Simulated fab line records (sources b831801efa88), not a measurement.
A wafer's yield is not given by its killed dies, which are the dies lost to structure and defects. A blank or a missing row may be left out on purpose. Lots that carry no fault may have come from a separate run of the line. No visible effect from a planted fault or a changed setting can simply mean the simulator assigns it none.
Which tool is to blame? | flow sfq-line | 13 lots with 39 wafers sampled at 4 steps, on a route of 325 steps

== WHAT THE GAUGES READ, wafer by wafer ==
SFQ_M2_RS_MEAS_914: measures by four-point-probe.
lot  | measured     | on            | M2_NB_RS (ohm/sq)
L414 | day 24 22:19 | film-metro-02 | 0.888 0.886 0.874
L415 | day 25 01:19 | film-metro-03 | 0.885 0.885 0.884
L416 | day 25 01:53 | film-metro-02 | 0.876 0.887 0.886
L418 | day 25 05:31 | film-metro-02 | 0.904 0.883 0.896
L420 | day 25 10:20 | film-metro-02 | 0.881 0.875 0.895
L423 | day 25 15:04 | film-metro-03 | 0.883 0.885 0.880
L424 | day 25 19:55 | film-metro-03 | 0.878 0.881 0.872
L426 | day 26 00:40 | film-metro-03 | 0.884 0.891 0.896
L429 | day 26 17:36 | film-metro-03 | 0.875 0.882 0.879
L433 | day 27 01:33 | film-metro-04 | 0.883 0.884 0.877
L435 | day 40 00:26 | film-metro-04 | 0.893 0.894 0.899
L436 | day 40 04:51 | film-metro-03 | 0.885 0.901 0.895
L437 | day 40 16:13 | film-metro-03 | 0.889 0.882 0.891

SFQ_I7_BOW_MEAS_946.
lot  | measured     | on            | I7_BOW (um)
L414 | day 72 23:49 | film-metro-03 | -4 -11 -9
L415 | day 75 23:22 | film-metro-02 | -20 -18 -16
L416 | day 76 00:32 | film-metro-03 | 9 5 -2
L418 | day 78 01:49 | film-metro-04 | 13 2 9
L420 | day 84 23:12 | film-metro-02 | 15 31 19
L423 | day 85 20:08 | film-metro-02 | 10 3 3
L424 | day 85 21:19 | film-metro-03 | 11 -2 7
L426 | day 86 02:08 | film-metro-02 | 12 8 29
L429 | day 86 15:17 | film-metro-04 | 2 15 23
L433 | day 87 09:38 | film-metro-02 | 21 28 26
L435 | day 88 15:51 | film-metro-02 | 15 23 16
L436 | day 88 19:41 | film-metro-02 | -13 -15 -17
L437 | day 88 22:39 | film-metro-03 | 1 8 -5

== TOOL THAT RAN EACH LOT (tool first, then ch and the chambers of the sampled wafers, then the start) ==
lot  | SFQ_TRILAYER_L0_VIA_STRIP_STRIP_017 | SFQ_TRILAYER_M2_LITHO_PEB_060
L414 | rie-metal-02 ch 0,1, day 6 18:48    | litho-track-01 ch 0, day 32 03:26
L415 | rie-metal-02 ch 0,1, day 6 21:24    | litho-track-01 ch 0, day 32 05:51
L416 | rie-metal-01 ch 0,1, day 6 22:24    | litho-track-02 ch 0, day 32 08:12
L418 | rie-metal-04 ch 0,1, day 7 03:24    | litho-track-02 ch 0, day 32 11:51
L420 | rie-metal-01 ch 0,1, day 7 07:00    | litho-track-04 ch 0, day 32 15:29
L423 | rie-metal-02 ch 1, day 7 15:10      | litho-track-02 ch 0, day 32 21:24
L424 | rie-metal-04 ch 0,1, day 7 16:34    | litho-track-01 ch 0, day 33 03:35
L426 | rie-metal-02 ch 1, day 7 21:10      | litho-track-01 ch 0, day 33 07:23
L429 | rie-metal-02 ch 0,1, day 8 05:41    | litho-track-04 ch 0, day 33 12:11
L433 | rie-metal-01 ch 0,1, day 13 22:38   | litho-track-01 ch 0, day 33 17:36
L435 | rie-metal-04 ch 0,1, day 15 06:41   | litho-track-02 ch 0, day 40 03:18
L436 | rie-metal-01 ch 0,1, day 15 13:38   | litho-track-02 ch 0, day 40 16:05
L437 | rie-metal-04 ch 0,1, day 15 21:50   | litho-track-01 ch 0, day 41 16:02
- SFQ_TRILAYER_L0_VIA_STRIP_STRIP_017: strips in O2.
- SFQ_TRILAYER_M2_LITHO_PEB_060: peb time 60 s.

== AS READ BY THE TOOLS THEMSELVES (means over the sampled wafers that have a number; for cases with no such wafer, the mark the record gives instead) ==
SFQ_TRILAYER_L0_VIA_STRIP_STRIP_017.
lot  | tool         | drypump-motor-current-A (A) | oes-product-au (a.u.)
L414 | rie-metal-02 | 5.7                         | 0.990
L415 | rie-metal-02 | 5.7                         | 0.989
L416 | rie-metal-01 | 5.6                         | 1.015
L418 | rie-metal-04 | 6.2                         | 1.007
L420 | rie-metal-01 | 5.7                         | 1.001
L423 | rie-metal-02 | 6.3                         | 1.003
L424 | rie-metal-04 | 6.1                         | 1.005
L426 | rie-metal-02 | 6.2                         | 1.007
L429 | rie-metal-02 | 5.7                         | 1.014
L433 | rie-metal-01 | 5.8                         | 1.006
L435 | rie-metal-04 | 6.1                         | 1.006
L436 | rie-metal-01 | 5.6                         | 1.004
L437 | rie-metal-04 | 6.1                         | 1.005

SFQ_TRILAYER_M2_LITHO_PEB_060.
lot  | tool           | heater-power-total-W (W) | plate-temp-C (C)
L414 | litho-track-01 | 79.15                    | 115.03
L415 | litho-track-01 | 79.13                    | 114.92
L416 | litho-track-02 | 79.16                    | 114.87
L418 | litho-track-02 | 79.19                    | 114.99
L420 | litho-track-04 | 79.09                    | 114.99
L423 | litho-track-02 | 79.15                    | 114.94
L424 | litho-track-01 | 79.16                    | 114.97
L426 | litho-track-01 | 79.20                    | 115.03
L429 | litho-track-04 | 79.16                    | 114.99
L433 | litho-track-01 | 79.80                    | 115.00
L435 | litho-track-02 | 79.15                    | 114.96
L436 | litho-track-02 | 79.21                    | 115.05
L437 | litho-track-01 | 79.14                    | 115.10

== THE ANSWER, worked out from the rows above alone ==
Rule: the lots themselves supply what counts as usual. The widest of any qualifying gaps counts: lots, ordered by their means at a reading, are off when they make up no more than a third of the lots, leave a main group of 4 or more, and stand apart from it by 3 or more times the standard deviation of that group's means. Not used: any main group whose means are identical at the precision the tables above print for the reading. A lot without any number at a reading at which 4 lots or more have one is off too. Where the step has rows for the other lots, those lots are counted as sound. First the gauges in route order, then the tools' own readings, where a lot's mean is used as printed above. At the first step where some lot is off, the reading lying furthest off is the one used; lots without a number count as furthest.
Off, at SFQ_TRILAYER_M2_LITHO_PEB_060 on heater-power-total-W: L433. Main group: mean 79.16 W, sd 0.031.
A tool fits if, at that step or a process step before it, it ran every lot that is off, and no sound lot after the first of them. No candidate that was tried fits.

== WHAT THE SIMULATOR PUT IN ==
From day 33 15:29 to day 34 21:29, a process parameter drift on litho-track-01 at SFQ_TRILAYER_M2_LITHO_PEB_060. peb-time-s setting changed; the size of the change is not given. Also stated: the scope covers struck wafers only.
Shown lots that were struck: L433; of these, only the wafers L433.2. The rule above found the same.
